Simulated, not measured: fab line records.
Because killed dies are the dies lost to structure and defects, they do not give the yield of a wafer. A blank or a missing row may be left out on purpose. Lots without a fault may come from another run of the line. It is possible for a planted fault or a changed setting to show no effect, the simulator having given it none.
Commonality check across tools :: flow gf180mcu :: 42 wafers sampled across 14 lots

## REASON IT WAS OPENED
Of 14 lots, 2 have the reading LVPWELL_OVL flagged at GF_LVPWELL_OVL_MEAS_07. No-fault wafers: 0.3 nm, standard deviation 1.4.
Rule: a lot gets a flag if all its wafers with a number sit over 4 standard deviations from that mean, or if no wafer of it has a number. As for the other lots, they are considered sound.

lot: L694
measured: day 4 02:48
on: overlay-01
LVPWELL_OVL (nm), wafer by wafer: -0.3 -2.6 -1.9
flag: 

lot: L695
measured: day 4 09:12
on: overlay-02
LVPWELL_OVL (nm), wafer by wafer: 0.1 -0.9 0.0
flag: 

lot: L696
measured: day 4 10:20
on: overlay-02
LVPWELL_OVL (nm), wafer by wafer: -2.2 -1.7 -0.4
flag: 

lot: L698
measured: day 4 21:14
on: overlay-01
LVPWELL_OVL (nm), wafer by wafer: -1.9 -0.8 -1.6
flag: 

lot: L699
measured: day 5 14:11
on: overlay-01
LVPWELL_OVL (nm), wafer by wafer: -1.2 -1.2 -3.1
flag: 

lot: L700
measured: day 5 14:17
on: overlay-01
LVPWELL_OVL (nm), wafer by wafer: 0.9 0.3 1.7
flag: 

lot: L701
measured: day 5 17:50
on: overlay-01
LVPWELL_OVL (nm), wafer by wafer: -148.7 -149.6 -149.6
flag: FLAGGED

lot: L702
measured: day 5 20:26
on: overlay-02
LVPWELL_OVL (nm), wafer by wafer: -150.4 -150.8 -149.2
flag: FLAGGED

lot: L704
measured: day 6 09:32
on: overlay-02
LVPWELL_OVL (nm), wafer by wafer: 2.5 2.4 1.3
flag: 

lot: L709
measured: day 7 12:59
on: overlay-01
LVPWELL_OVL (nm), wafer by wafer: 1.1 -0.2 1.2
flag: 

lot: L711
measured: day 7 21:39
on: overlay-01
LVPWELL_OVL (nm), wafer by wafer: -1.3 -0.2 -2.6
flag: 

lot: L714
measured: day 8 19:35
on: overlay-01
LVPWELL_OVL (nm), wafer by wafer: 0.4 -0.2 0.3
flag: 

lot: L716
measured: day 9 03:53
on: overlay-02
LVPWELL_OVL (nm), wafer by wafer: -0.1 -0.3 0.3
flag: 

lot: L715
measured: day 9 05:11
on: overlay-02
LVPWELL_OVL (nm), wafer by wafer: -3.3 0.2 -2.0
flag: 
On average the flagged lots read -149.7 nm, which is -150.0 nm against the usual, or -99 or more standard deviations.

## WHICH TOOL RAN EACH LOT
The record keeps 1 process step preceding the reading, out of 602 steps on the route. Every cell lists first the tool, next ch and the chambers used by the sampled wafers, and last the start.
lot: L694
flag: 
GF_LVPWELL_EXPOSE_04: ilineStepper-01 ch 0, day 3 20:22

lot: L695
flag: 
GF_LVPWELL_EXPOSE_04: ilineStepper-02 ch 0, day 4 02:44

lot: L696
flag: 
GF_LVPWELL_EXPOSE_04: ilineStepper-01 ch 0, day 4 03:28

lot: L698
flag: 
GF_LVPWELL_EXPOSE_04: ilineStepper-01 ch 0, day 4 14:27

lot: L699
flag: 
GF_LVPWELL_EXPOSE_04: ilineStepper-02 ch 0, day 5 06:43

lot: L700
flag: 
GF_LVPWELL_EXPOSE_04: ilineStepper-01 ch 0, day 5 07:03

lot: L701
flag: FLAGGED
GF_LVPWELL_EXPOSE_04: ilineStepper-01 ch 0, day 5 11:32

lot: L702
flag: FLAGGED
GF_LVPWELL_EXPOSE_04: ilineStepper-01 ch 0, day 5 14:17

lot: L704
flag: 
GF_LVPWELL_EXPOSE_04: ilineStepper-02 ch 0, day 6 02:36

lot: L709
flag: 
GF_LVPWELL_EXPOSE_04: ilineStepper-02 ch 0, day 7 05:20

lot: L711
flag: 
GF_LVPWELL_EXPOSE_04: ilineStepper-02 ch 0, day 7 13:51

lot: L714
flag: 
GF_LVPWELL_EXPOSE_04: ilineStepper-02 ch 0, day 8 11:49

lot: L716
flag: 
GF_LVPWELL_EXPOSE_04: ilineStepper-02 ch 0, day 8 19:20

lot: L715
flag: 
GF_LVPWELL_EXPOSE_04: ilineStepper-02 ch 0, day 8 20:44
What the steps here do:
- GF_LVPWELL_EXPOSE_04: exposes mask LVPWELL, target cd 600 nm.
- GF_LVPWELL_OVL_MEAS_07

## FLAGGED AGAINST TOTAL, ONE TOOL AT A TIME (gauges that did the reading follow at the end)
step: GF_LVPWELL_EXPOSE_04
tool: ilineStepper-01
lots run: 6
flagged: 2
share of the flagged lots: all
sound lots run after its first flagged lot: 0

step: GF_LVPWELL_EXPOSE_04
tool: ilineStepper-02
lots run: 8
flagged: 0
share of the flagged lots: none
sound lots run after its first flagged lot: -

step: GF_LVPWELL_OVL_MEAS_07
tool: overlay-01
lots run: 8
flagged: 1
share of the flagged lots: some
sound lots run after its first flagged lot: 3 (L709,L711,L714)

step: GF_LVPWELL_OVL_MEAS_07
tool: overlay-02
lots run: 6
flagged: 1
share of the flagged lots: some
sound lots run after its first flagged lot: 3 (L704,L716,L715)

## WHAT THE TABLE PERMITS
In the table, 1 row covers all flagged lots: ilineStepper-01 at GF_LVPWELL_EXPOSE_04.
- ilineStepper-01 at GF_LVPWELL_EXPOSE_04 ran 6 lots, 2 of them flagged. Its last sound lot is L700 (day 5 07:03), its first flagged lot L701 (day 5 11:32): a fault that began between those two fits.
ilineStepper-01 at GF_LVPWELL_EXPOSE_04 is the single tool remaining.

## WHAT HAD BEEN PUT IN BY THE SIMULATOR
Scanner matching overlay: ilineStepper-01, from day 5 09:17 on, at GF_LVPWELL_EXPOSE_04. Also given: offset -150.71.
Struck lots among those shown: L701, L702. This agrees with what the rule above found.
